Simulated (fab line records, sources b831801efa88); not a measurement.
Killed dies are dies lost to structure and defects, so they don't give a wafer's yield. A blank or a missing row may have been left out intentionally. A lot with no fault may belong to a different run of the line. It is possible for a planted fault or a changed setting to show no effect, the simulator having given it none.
Which of the tools did it? -- flow gf180mcu -- 7 lots, 21 wafers sampled, at 1 step of a route of 602

== WHAT THE GAUGES SHOWED, per wafer ==
GF_V4_BOW_MEAS_05.
lot,measured,on,V4_BOW (um)
L367,day 23 20:49,film metro-04,140 143 142
L371,day 25 07:34,film metro-04,126 125 128
L373,day 26 04:23,film metro-01,113 110 103
L375,day 26 15:20,film metro-02,151 143 143
L377,day 27 10:26,film metro-01,125 138 128
L379,day 27 21:34,film metro-02,139 130 134
L384,day 29 07:41,film metro-01,131 132 141

== TOOL THAT RAN EACH LOT (tool first, then ch and the chambers of the sampled wafers, then the start) ==
Record: no process step prior to these readings.

== THE ANSWER, worked out from the rows above alone ==
Rule: the lots themselves supply what counts as usual. The widest of any qualifying gaps counts: lots, ordered by their means at a reading, are off when they make up no more than a third of the lots, leave a main group of 4 or more, and stand apart from it by 3 or more times the standard deviation of that group's means. The tables above print the reading to a certain number of digits; a main group whose means all agree to those digits is not used. A lot without any number at a reading at which 4 lots or more have one is off too. Where the step has rows for the other lots, those lots are counted as sound.
None of the lots is off at any reading shown; this tells nothing.

== WHAT HAD BEEN PUT IN BY THE SIMULATOR ==
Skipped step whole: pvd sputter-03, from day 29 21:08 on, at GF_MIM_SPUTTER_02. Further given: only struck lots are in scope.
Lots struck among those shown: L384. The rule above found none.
